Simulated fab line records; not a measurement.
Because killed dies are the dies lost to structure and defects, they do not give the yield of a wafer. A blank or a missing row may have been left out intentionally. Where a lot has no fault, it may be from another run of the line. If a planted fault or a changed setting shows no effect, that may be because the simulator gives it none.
Problem report in the 8D (eight disciplines) form, filled by code / flow sky130 / the parts of the form that need people (team, actions taken, sign-off) are left out

1. THE PROBLEM
Mean GATE_OXIDE_TW at SKY_GATE_OXIDE_TW_MEAS_14: 249.0 over 6 wafers in 2 lots; fault-free wafers: 224.6, standard deviation 1.1. Measured from the usual mean, that is +22 standard deviations.
First observed at day 18 12:31: wafer L157.2, on filmMetro-01. The record has a number at this step for 36 wafers belonging to 12 lots. Rule for "out" (also "out of limits"): further than 4 standard deviations from the usual mean. The rest of the wafers with a number are treated as sound.

2. WHAT THIS IS AND IS NOT
question=which readings at this step | is=GATE_OXIDE_TW | is not=-
question=which lots | is=L157, L158 | is not=L146, L147, L148, L149, L150, L163, L166, L167, L168, L169
question=which wafers of those lots | is=all that have a number | is not=-
question=read on which gauges | is=filmMetro-01, filmMetro-04 | is not=filmMetro-02
question=when | is=from day 18 12:31 | is not=up to then (15 sound wafers); but 15 sound wafers of L163, L166, L167, L168, L169 came after

3. SUSPECTS, AND WHAT RULES EACH OUT
Counting: a tool at a process step up to the reading stays a suspect if it ran every lot that is out and no sound lot after the first of them.
- ruled out: the gauge at SKY_GATE_OXIDE_TW_MEAS_14. Those wafers that are out were read across 2 gauges (filmMetro-01, filmMetro-04).
- implanter-03 at SKY_GATE_OXIDE_IMPLANT_11: kept. All lots that are out passed through it, beginning with L157 at day 18 12:10, and no sound lot followed; its final sound lot before that point was L146 at day 13 15:49. Its own doseIonsCm2, faradayCurrentUA readings are out on those wafers.
The count leaves implanter-03 at SKY_GATE_OXIDE_IMPLANT_11.

4. THE CAUSE (what the simulator had put in)
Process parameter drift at SKY_GATE_OXIDE_IMPLANT_11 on implanter-03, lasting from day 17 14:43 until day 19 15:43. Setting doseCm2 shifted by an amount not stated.
The count eliminated every tool but this one.

5. SEQUENCE OF EFFECTS, ordered by route
Each row: a reading where the mean over the struck wafers with a number is more than 3 standard deviations away from the usual. Scope: only readings with a usual standard deviation given in the record; hours: median across lots of the time from each lot's start at the first step in this table that gives one to its start at this step; sigmas: change in usual standard deviations.
hours=0; step=SKY_GATE_OXIDE_IMPLANT_11; reading=doseIonsCm2; usual=2.6e+12; on struck wafers=3.7e+12; change=+1.1e+12; sigmas=+99 or more
hours=0; step=SKY_GATE_OXIDE_IMPLANT_11; reading=faradayCurrentUA; usual=14.69; on struck wafers=20.98; change=+6.29; sigmas=+21
hours=0; step=SKY_GATE_OXIDE_TW_MEAS_14; reading=GATE_OXIDE_TW; usual=224.6; on struck wafers=249.0; change=+24.4; sigmas=+22
Here are the process steps it includes:
- SKY_GATE_OXIDE_IMPLANT_11
At these later measuring or inspecting steps, every struck wafer for which the step has a row has a number for every such reading, and none has moved that far: SKY_METAL2_OVL_MEAS_16.

6. WHAT WOULD HAVE CAUGHT IT SOONER
The first out-of-limits reading at a measuring or inspecting step in this record came at day 18 12:31, 22 hours after the fault's start at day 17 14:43.
At SKY_GATE_OXIDE_IMPLANT_11, the tool's own readings (doseIonsCm2, faradayCurrentUA) were out on each struck wafer the step has a row for, so an alarm limit on them would have fired on the first such wafer.
Lots out: 2; of these, L158 started SKY_GATE_OXIDE_IMPLANT_11 on implanter-03 after day 18 12:31. Putting the tool on hold at that point would have spared it.
